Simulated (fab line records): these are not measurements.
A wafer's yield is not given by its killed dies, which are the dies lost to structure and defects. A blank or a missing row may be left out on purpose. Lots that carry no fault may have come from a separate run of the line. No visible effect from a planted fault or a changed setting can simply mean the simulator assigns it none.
A lot that was struck, set against a sound lot    flow sky130    14 out of 708 route steps
Sound: these wafers, L970.1, L970.4, L970.5. The struck wafers were L981.3, L981.4, L981.6. The cause is named last.
Each step with rows lists, per side, the tool, then ch with its chambers, then its first start. Under that, the readings that differ: sound wafers    struck wafers    difference of the means    sigmas: that difference in standard deviations of wafers without a fault.
alike: words and numbers the same on both sides, and readings whose means are apart by under 2 such deviations; not compared: readings that were withheld, readings missing a value for some wafer, numbers with overlapping values and no deviation given by the record, and bounds like >300 which may hide the same value.
Wherever a step has rows on one side only, a row that says differs or no value, or a row with sigmas, the two part there. When numbers do not overlap yet have no deviation, they are printed without sigmas and do not part them. Lack of a reading on every wafer of one side parts them only where that side has two or more wafers.

SKY_CAPM_OVL_MEAS_12:
  sound on overlay-02 at day 38 18:32; struck on overlay-01 at day 41 14:25
  alike: CAPM_OVL
SKY_CAPM_METAL_ETCH_13: etches TiN in Cl2/BCl3, stops on SiO2, target depth 220 nm, time 62.9 s.
  sound on rie-metal-01 ch 0,1, day 38 18:34; struck on rie-metal-03 ch 0,1, day 41 14:28
reading                      sound        struck       difference  sigmas
drypump-motor-current-A (A)  6.6 6.5 6.6  6.0 5.5 5.5  -0.9        -2
  alike: oes-product-au, throttle-valve-pct
  not compared: rf-hours-counter-h
SKY_CAPM_STRIP_14: strips in O2/N2.
  sound on plasma-asher-03 ch 0,1, day 38 18:38; struck on plasma-asher-03 ch 0,1, day 41 14:34
  alike: drypump-motor-current-A, oes-product-au, strip-time-to-endpoint-s
  not compared: rf-hours-counter-h
then, 9 steps without rows for these wafers: SKY_CAPM_STRIP_15 (strips in post etch residue remover, time 1200 s); SKY_CAPM_CLEAN_16 (cleans in IPA, time 180 s); SKY_CAPM_CLEAN_17 (cleans in O3/DIW); SKY_METAL3_DEHYDRATE_05 (time 60 s); SKY_METAL3_HMDS_06 (prime time 60 s); SKY_METAL3_COAT_07 (resist thk 60 nm); SKY_METAL3_COAT_08 (resist thk 1140 nm); SKY_METAL3_SOFTBAKE_09 (time 90 s); SKY_METAL3_EXPOSE_10 (exposes mask MM3, target cd 300 nm).
SKY_METAL3_PEB_11:
  struck on litho-track-02, day 42 13:00; sound on litho-track-01 ch 0, day 39 19:00
reading          sound           struck  difference                     sigmas
exhaust-pa (Pa)  46.3 44.5 44.7  - - -   no value on the struck wafers  
  not compared: chill-plate-temp-C
then, 1 step without rows for these wafers: SKY_METAL3_DEVELOP_12 (develop time 60 s).

WHERE THEY PART
Earliest at SKY_CAPM_METAL_ETCH_13; latest, in this record, at SKY_METAL3_PEB_11.

WHY: what had been put in by the simulator
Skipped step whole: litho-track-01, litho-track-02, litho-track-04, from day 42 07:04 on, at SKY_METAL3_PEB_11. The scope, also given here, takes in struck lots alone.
